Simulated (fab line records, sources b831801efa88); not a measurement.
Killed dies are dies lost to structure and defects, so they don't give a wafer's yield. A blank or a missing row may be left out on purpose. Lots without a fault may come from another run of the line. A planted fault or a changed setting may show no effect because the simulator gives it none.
Which tool did it? | flow sky130 | 14 lots, 42 wafers sampled, at 5 steps of a route of 708

WHAT THE GAUGES READ, wafer by wafer
SKY_NWELL_THK_MEAS_02. Usual: NWELL_OXIDATION_THK 10.13 nm, standard deviation 0.14.
lot  | measured    | on            | NWELL_OXIDATION_THK (nm) | flag
L267 | day 2 09:57 | film_metro-03 | 10.18 10.07 10.08        |
L269 | day 2 22:10 | film_metro-03 | 10.30 10.22 10.19        |
L271 | day 3 09:04 | film_metro-04 | 10.17 10.14 10.18        |
L272 | day 3 12:55 | film_metro-03 | 10.08 10.14 10.01        |
L275 | day 4 08:28 | film_metro-03 | 9.95 10.01 10.20         |
L276 | day 4 12:52 | film_metro-03 | 10.00 10.15 10.07        |
L277 | day 4 16:02 | film_metro-03 | 10.34 10.36 10.34        |
L279 | day 5 01:13 | film_metro-03 | 9.93 10.01 9.90          |
L280 | day 5 09:52 | film_metro-03 | 9.90 9.97 9.90           |
L283 | day 5 23:38 | film_metro-02 | 10.06 10.05 9.98         |
L286 | day 6 15:58 | film_metro-03 | 10.00 10.14 9.98         |
L287 | day 6 20:16 | film_metro-02 | 9.92 10.04 9.93          |
L289 | day 7 05:07 | film_metro-02 | 10.07 10.12 10.05        |
L290 | day 7 11:05 | film_metro-04 | 9.98 10.17 10.11         |

SKY_PWDE_TW_MEAS_10. Usual: PWDE_TW 376.8, standard deviation 2.7.
lot  | measured    | on            | PWDE_TW           | flag
L267 | day 3 16:55 | film_metro-02 | 381.7 382.6 383.3 |
L269 | day 4 07:00 | film_metro-04 | 376.1 374.4 375.6 |
L271 | day 4 17:46 | film_metro-04 | 377.4 376.8 376.6 |
L272 | day 4 21:03 | film_metro-04 | 375.3 373.7 375.9 |
L275 | day 5 19:11 | film_metro-04 | 377.1 377.8 379.3 |
L276 | day 6 01:01 | film_metro-04 | 377.2 376.3 375.7 |
L277 | day 6 03:01 | film_metro-04 | 376.6 377.4 374.9 |
L279 | day 6 14:43 | film_metro-04 | 378.1 378.2 379.3 |
L280 | day 7 00:20 | film_metro-04 | 375.5 373.9 376.0 |
L283 | day 7 14:37 | film_metro-04 | 372.5 375.5 375.3 |
L286 | day 8 07:17 | film_metro-04 | 30.2 30.1 30.2    | OFF
L287 | day 8 12:43 | film_metro-03 | 30.1 30.2 30.2    | OFF
L289 | day 8 22:49 | film_metro-03 | 375.8 375.2 375.1 |
L290 | day 9 04:27 | film_metro-02 | 379.9 379.9 381.3 |

SKY_VT_ADJUST_HVTP_OVL_MEAS_08. Usual: VT_ADJUST_HVTP_OVL -0.3 nm, standard deviation 1.5.
lot  | measured     | on         | VT_ADJUST_HVTP_OVL (nm) | flag
L267 | day 5 21:41  | overlay-01 | 0.1 0.1 -0.6            |
L269 | day 6 13:29  | overlay-02 | 1.0 2.4 0.6             |
L271 | day 7 02:39  | overlay-02 | -0.8 -0.9 1.6           |
L272 | day 7 06:30  | overlay-01 | -1.4 1.2 -0.1           |
L275 | day 8 06:00  | overlay-01 | -0.2 -1.6 0.9           |
L276 | day 8 13:03  | overlay-01 | -2.3 -2.0 -2.3          |
L277 | day 8 16:03  | overlay-01 | -1.0 -2.9 -1.0          |
L279 | day 9 04:33  | overlay-02 | 1.3 -1.3 -1.7           |
L280 | day 9 14:43  | overlay-02 | 0.3 0.5 -0.2            |
L283 | day 10 09:09 | overlay-01 | 1.0 -0.1 1.9            |
L286 | day 11 02:48 | overlay-02 | 1.2 2.0 -0.5            |
L287 | day 11 08:27 | overlay-01 | -0.9 -0.3 0.2           |
L289 | day 11 20:06 | overlay-01 | -1.6 -1.6 -2.2          |
L290 | day 12 02:27 | overlay-01 | 0.2 -0.5 -0.5           |

WHICH TOOL RAN EACH LOT (tool, then ch and the chambers of the sampled wafers, then the start)
lot  | SKY_DNWELL_STRIP_08                 | SKY_PWDE_STRIP_09
L267 | plasma_asher-02 ch 0,1, day 3 00:49 | plasma_asher-02 ch 0,1, day 3 16:48
L269 | plasma_asher-03 ch 0,1, day 3 14:13 | plasma_asher-02 ch 0,1, day 4 06:54
L271 | plasma_asher-03 ch 0,1, day 4 01:28 | plasma_asher-02 ch 0,1, day 4 17:40
L272 | plasma_asher-02 ch 0,1, day 4 04:13 | plasma_asher-04 ch 0,1, day 4 20:57
L275 | plasma_asher-04 ch 0,1, day 5 00:40 | plasma_asher-02 ch 0,1, day 5 19:05
L276 | plasma_asher-04 ch 0,1, day 5 05:58 | plasma_asher-04 ch 0,1, day 6 00:55
L277 | plasma_asher-03 ch 0,1, day 5 08:40 | plasma_asher-01 ch 0,1, day 6 02:54
L279 | plasma_asher-04 ch 0,1, day 5 19:19 | plasma_asher-04 ch 0,1, day 6 14:37
L280 | plasma_asher-03 ch 0,1, day 6 05:07 | plasma_asher-01 ch 0,1, day 7 00:14
L283 | plasma_asher-03 ch 0,1, day 6 18:13 | plasma_asher-02 ch 0,1, day 7 14:31
L286 | plasma_asher-03 ch 0,1, day 7 11:18 | plasma_asher-04 ch 0,1, day 8 07:12
L287 | plasma_asher-03 ch 0,1, day 7 15:40 | plasma_asher-02 ch 0,1, day 8 12:36
L289 | plasma_asher-02 ch 0,1, day 8 01:25 | plasma_asher-04 ch 1, day 8 22:43
L290 | plasma_asher-02 ch 0,1, day 8 07:28 | plasma_asher-01 ch 0,1, day 9 04:21
- SKY_DNWELL_STRIP_08: strips in O2/N2.
- SKY_PWDE_STRIP_09: strips in O2/N2.

WHAT THE TOOLS THEMSELVES READ (means of the sampled wafers that have a number; where no wafer has one, the mark that the record gives instead)
SKY_DNWELL_STRIP_08. Usual: chamber_pressure_mTorr 1499.9 mTorr, standard deviation 1.3; drypump_motor_current_A 6.19 A, standard deviation 0.25; oes_product_au 0.722 a.u., standard deviation 0.0043; strip_time_to_endpoint_s 36.95 s, standard deviation 0.12.
lot  | tool            | chamber_pressure_mTorr (mTorr) | drypump_motor_current_A (A) | oes_product_au (a.u.) | strip_time_to_endpoint_s (s) | flag
L267 | plasma_asher-02 | 1499.8                         | 6.49                        | 0.718                 | 37.10                        |
L269 | plasma_asher-03 | 1499.4                         | 6.26                        | 0.722                 | 37.00                        |
L271 | plasma_asher-03 | 1502.4                         | 6.27                        | 0.720                 | 37.21                        |
L272 | plasma_asher-02 | 1500.5                         | 6.48                        | 0.723                 | 36.93                        |
L275 | plasma_asher-04 | 1500.8                         | 5.85                        | 0.722                 | 36.88                        |
L276 | plasma_asher-04 | 1500.2                         | 5.87                        | 0.717                 | 36.89                        |
L277 | plasma_asher-03 | 1499.6                         | 6.23                        | 0.724                 | 36.91                        |
L279 | plasma_asher-04 | 1500.1                         | 5.86                        | 0.728                 | 36.78                        |
L280 | plasma_asher-03 | 1498.7                         | 6.27                        | 0.727                 | 36.85                        |
L283 | plasma_asher-03 | 1499.2                         | 6.26                        | 0.724                 | 37.00                        |
L286 | plasma_asher-03 | -                              | -                           | -                     | -                            | OFF
L287 | plasma_asher-03 | -                              | -                           | -                     | -                            | OFF
L289 | plasma_asher-02 | 1499.5                         | 6.27                        | 0.719                 | 36.86                        |
L290 | plasma_asher-02 | 1499.4                         | 6.49                        | 0.726                 | 36.79                        |

SKY_PWDE_STRIP_09. Usual: chamber_pressure_mTorr 1499.9 mTorr, standard deviation 1.6; drypump_motor_current_A 6.2 A, standard deviation 0.32; oes_product_au 0.722 a.u., standard deviation 0.0046; strip_time_to_endpoint_s 36.92 s, standard deviation 0.1.
lot  | tool            | chamber_pressure_mTorr (mTorr) | drypump_motor_current_A (A) | oes_product_au (a.u.) | strip_time_to_endpoint_s (s) | flag
L267 | plasma_asher-02 | 1500.1                         | 6.3                         | 0.726                 | 37.11                        |
L269 | plasma_asher-02 | 1499.6                         | 6.5                         | 0.727                 | 37.01                        |
L271 | plasma_asher-02 | 1500.2                         | 6.5                         | 0.721                 | 36.87                        |
L272 | plasma_asher-04 | 1500.3                         | 5.8                         | 0.722                 | 36.82                        |
L275 | plasma_asher-02 | 1498.1                         | 6.5                         | 0.725                 | 36.93                        |
L276 | plasma_asher-04 | 1500.6                         | 5.8                         | 0.724                 | 36.79                        |
L277 | plasma_asher-01 | 1500.4                         | 6.2                         | 0.720                 | 36.85                        |
L279 | plasma_asher-04 | 1499.4                         | 5.9                         | 0.722                 | 36.90                        |
L280 | plasma_asher-01 | 1499.9                         | 6.3                         | 0.722                 | 36.99                        |
L283 | plasma_asher-02 | 1499.2                         | 6.3                         | 0.719                 | 37.05                        |
L286 | plasma_asher-04 | 1498.8                         | 5.8                         | 0.734                 | 80.88                        | OFF
L287 | plasma_asher-02 | 1500.5                         | 6.5                         | 0.730                 | 81.00                        | OFF
L289 | plasma_asher-04 | 1500.3                         | 5.9                         | 0.723                 | 36.92                        |
L290 | plasma_asher-01 | 1499.5                         | 6.2                         | 0.723                 | 36.86                        |

THE ANSWER, worked out from the rows above alone
Rule: a lot is off if the mean of its wafers that have a number lies more than 3 standard deviations from the usual mean. A lot without any number at a reading at which 4 lots or more have one is off too. The other lots that the step has rows for count as sound. The gauges are gone through in route order, then the tools' own readings, and for those a lot's mean is taken as printed above. The first step at which some lot is off is used, and at that step the reading that is off furthest; a lot without a number counts as furthest.
Off: L286, L287, at SKY_PWDE_TW_MEAS_10 (PWDE_TW).
A tool fits if, at a process step before that reading, it ran every lot that is off, and no sound lot after the first of them. The gauges at SKY_PWDE_TW_MEAS_10 aren't tried: what is off there is off at SKY_DNWELL_STRIP_08 too, on other tools, and a gauge's error can't cause that. One fits: plasma_asher-03 at SKY_DNWELL_STRIP_08. Its last sound lot is L283 (day 6 18:13), its first lot that is off L286 (day 7 11:18): a fault that began between those two fits.
Blank at SKY_DNWELL_STRIP_08 on the lots that are off, where sound lots have numbers: chamber_pressure_mTorr, drypump_motor_current_A, oes_product_au, strip_time_to_endpoint_s.

WHAT THE SIMULATOR HAD PUT IN
Skipped step whole: plasma_asher-03, from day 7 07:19 on, at SKY_DNWELL_STRIP_08. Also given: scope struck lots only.
Lots struck among those shown: L286, L287. The rule above found the same.
